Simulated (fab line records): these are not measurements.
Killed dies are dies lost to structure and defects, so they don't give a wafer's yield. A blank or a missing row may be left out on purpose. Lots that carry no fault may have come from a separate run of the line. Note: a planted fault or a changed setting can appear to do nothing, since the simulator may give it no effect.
Struck lot and sound lot, side by side -- flow sky130 -- 14 out of 708 route steps
Sound: wafers L864.2, L864.3, L864.6. The struck wafers were L883.1, L883.3, L883.5. The cause comes at the end.
Order at every step that has rows: each side's tool, ch and its chambers, its first start. Under that, the readings that differ: sound wafers -- struck wafers -- difference of the means -- sigmas: that difference in standard deviations of wafers without a fault.
alike: readings whose means differ by less than 2 such deviations, and words and numbers that are the same on both sides. not compared: withheld readings, readings that some wafer has no value for, bounds like >300 that may hide the same value, and numbers for which the record gives no deviation and whose values overlap.
A row with sigmas, a row that says differs or no value, or rows on one side alone: a step with any of these is where the two part. Numbers that have no deviation but don't overlap get no sigmas and don't part them. A reading that every wafer of one side lacks parts them only if that side has two wafers or more.

first, 2 steps without rows for these wafers: SKY_VT_ADJUST_PCH_PEB_05; SKY_VT_ADJUST_PCH_DEVELOP_06 (develop time 60 s).
SKY_VT_ADJUST_PCH_OVL_MEAS_07:
  struck on overlay-01, day 17 13:38; sound on overlay-02, day 11 01:05
  alike: VT_ADJUST_PCH_OVL
next, for these wafers, 1 step has no rows: SKY_VT_ADJUST_PCH_IMPLANT_08.
SKY_VT_ADJUST_PCH_STRIP_09: strips in O2/N2.
  sound on plasma_asher-03 ch 0,1, day 11 01:16; struck on plasma_asher-03 ch 0,1, day 17 13:49
reading,sound,struck,difference,sigmas
strip_time_to_endpoint_s (s),36.79 36.88 36.67,36.94 37.04 37.03,+0.22,+2
  alike: drypump_motor_current_A, oes_product_au
  not compared: rf_hours_counter_h
SKY_VT_ADJUST_PCH_TW_MEAS_10:
  struck on film_metro-04, day 17 13:55; sound on film_metro-02, day 11 01:23
  alike: VT_ADJUST_PCH_TW
then, 6 steps without rows for these wafers: SKY_SONOS_TUNNEL_DEHYDRATE_00 (time 60 s); SKY_SONOS_TUNNEL_HMDS_01 (prime time 60 s); SKY_SONOS_TUNNEL_COAT_02 (resist thk 1140 nm); SKY_SONOS_TUNNEL_SOFTBAKE_03 (time 60 s); SKY_SONOS_TUNNEL_EXPOSE_04 (exposes mask TUNM, target cd 410 nm); SKY_SONOS_TUNNEL_PEB_05.
SKY_SONOS_TUNNEL_DEVELOP_06: develop time 60 s.
  struck on litho_track-04, day 18 19:17; sound on litho_track-04 ch 0, day 12 00:55
  no value came back on the struck wafers for chill_plate_temp_C (C), develop_time_s (s), exhaust_pa (Pa); on the sound wafers chill_plate_temp_C (C) reads 22.89 22.88 23.04
SKY_SONOS_TUNNEL_CD_MEAS_07: the cd target is 410 nm.
  struck on cd_sem-02, day 18 19:26; sound on cd_sem-01, day 12 01:04
reading,sound,struck,difference,sigmas
cd_nm (nm),410.2 409.7 409.9,- - -,no value on the struck wafers,

## WHERE THEY PART
Earliest at SKY_VT_ADJUST_PCH_STRIP_09; latest, in this record, at SKY_SONOS_TUNNEL_CD_MEAS_07.

WHY: whatever the simulator had introduced
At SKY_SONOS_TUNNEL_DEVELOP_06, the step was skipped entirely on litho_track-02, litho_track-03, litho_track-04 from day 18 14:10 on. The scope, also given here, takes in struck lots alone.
